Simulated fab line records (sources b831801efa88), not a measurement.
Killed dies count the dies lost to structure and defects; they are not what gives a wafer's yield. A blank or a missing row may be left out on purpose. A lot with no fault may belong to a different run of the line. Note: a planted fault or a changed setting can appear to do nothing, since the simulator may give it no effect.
Which tool is to blame? / flow sky130 / 11 lots (33 wafers sampled), 1 step of a 708-step route

## WHAT EACH GAUGE READ, for each wafer
SKY_VIA1_CD_MEAS_12: the cd target is 150 nm.
lot=L824; measured=day 34 04:05; on=cd sem-02; cd nm (nm)=153.7 152.9 154.1
lot=L825; measured=day 34 12:55; on=cd sem-02; cd nm (nm)=151.1 149.0 150.2
lot=L826; measured=day 35 11:18; on=cd sem-02; cd nm (nm)=146.1 143.8 144.3
lot=L828; measured=day 35 16:01; on=cd sem-01; cd nm (nm)=146.8 147.3 147.2
lot=L829; measured=day 35 22:01; on=cd sem-01; cd nm (nm)=147.5 148.1 147.4
lot=L834; measured=day 37 11:56; on=cd sem-01; cd nm (nm)=152.6 149.6 150.7
lot=L835; measured=day 38 02:28; on=cd sem-02; cd nm (nm)=151.4 153.5 152.0
lot=L842; measured=day 40 04:28; on=cd sem-02; cd nm (nm)=149.0 150.6 149.6
lot=L844; measured=day 40 12:55; on=cd sem-02; cd nm (nm)=153.2 153.1 154.7
lot=L845; measured=day 40 21:11; on=cd sem-02; cd nm (nm)=150.7 149.3 148.6
lot=L846; measured=day 41 00:59; on=cd sem-01; cd nm (nm)=148.8 148.4 148.9

## EACH LOT AND THE TOOL THAT RAN IT (in order: tool; ch and the chambers of the sampled wafers; start)
The record shows no process step preceding these readings.

## THE ANSWER, worked out from the rows above alone
Rule: usual is defined by the lots themselves. Put in order of their means at a reading, lots are off if they are a third of the lots or fewer, leave a main group of 4 or more, and stand apart from it by a gap of 3 or more times the standard deviation of the main group's means; of several such gaps the widest counts. A main group is skipped when, at the precision printed for the reading in the tables above, its means are all equal. A lot without any number at a reading at which 4 lots or more have one is off too. Any other lot the step has rows for is counted as sound.
Across all readings shown, no lot is off: no conclusion can be drawn from this.

## WHAT HAD BEEN PUT IN BY THE SIMULATOR
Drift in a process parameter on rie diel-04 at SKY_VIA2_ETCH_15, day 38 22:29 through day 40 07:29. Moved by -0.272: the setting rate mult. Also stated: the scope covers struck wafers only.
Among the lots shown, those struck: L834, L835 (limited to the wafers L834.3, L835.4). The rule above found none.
